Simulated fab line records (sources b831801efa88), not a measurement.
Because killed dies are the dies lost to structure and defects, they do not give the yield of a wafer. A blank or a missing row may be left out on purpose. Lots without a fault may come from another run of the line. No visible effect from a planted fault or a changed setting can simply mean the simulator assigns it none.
One fault seen from 2 desks    flow sky130    what lay behind the numbers comes last; until then each desk has only its own

TOOL OWNER'S DESK, rie diel-04
The tool's own readings at SKY_VIA1_ETCH_14 (etches BARC in N2/H2, stops on SiO2, time 45.9 s, target depth 60 nm): means of the sampled wafers that have a number, for each lot that ran on this tool. If a lot's mean is further than 4 standard deviations from the usual mean, the lot is out of limits and carries the mark OUT (the distance appears in the brackets).
Columns: A = drypump motor current A at SKY_VIA1_ETCH_14, usual 5.5 A; B = oes product au at SKY_VIA1_ETCH_14, usual 0.855 a.u.; C = run length s at SKY_VIA1_ETCH_14, usual 74.1 s; D = throttle valve pct at SKY_VIA1_ETCH_14, usual 13.224 %
lot   first seen here  A    B                C                D
L990  day 35 19:14     5.4  0.853            73.8             13.221
L104  day 39 12:29     6.0  0.902 (+10) OUT  71.6 (-5.2) OUT  13.233
Finding of this desk: L104 out of limits; the first was L104 at day 39 12:29, on oes product au at SKY_VIA1_ETCH_14. Within limits: L990.

FROM THE METROLOGY DESK
Means of the sampled wafers that have a number, per lot and without regard to the tool the lot ran on: this is what the gauges read. If a lot's mean is further than 4 standard deviations from the usual mean, the lot is out of limits and carries the mark OUT (the distance appears in the brackets).
Columns: A = VIA1_BOW at SKY_VIA1_BOW_MEAS_03, usual 79 um; B = cd nm at SKY_VIA1_CD_MEAS_12, usual 150.5 nm; C = VIA1_OVL at SKY_VIA1_OVL_MEAS_13, usual 4 nm
lot   first seen here  A   B      C
L989  day 33 15:01     78  152.4  9
L990  day 34 16:56     82  148.8  -3
L104  day 38 11:20     75  151.5  5
L109  day 39 22:11     74  150.5  10
L110  day 40 07:53     83  150.1  0
Finding of this desk: none of the 5 lots has anything out of limits.

PUT TOGETHER
The tool owner's desk had the chance to raise an alarm at day 39 12:29 on L104.
The metrology desk saw nothing out of limits.
The metrology desk holds a record of L104, inside its limits.
All the named lots went through SKY_VIA1_ETCH_14 on rie diel-04.

WHAT HAD BEEN PUT IN BY THE SIMULATOR
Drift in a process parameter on rie diel-04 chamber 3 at SKY_VIA1_ETCH_14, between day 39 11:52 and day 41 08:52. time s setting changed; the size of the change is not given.
Lots struck among those shown: L104.
Hours from the fault's start to each desk's first reading out of limits: the tool owner's desk, 1.
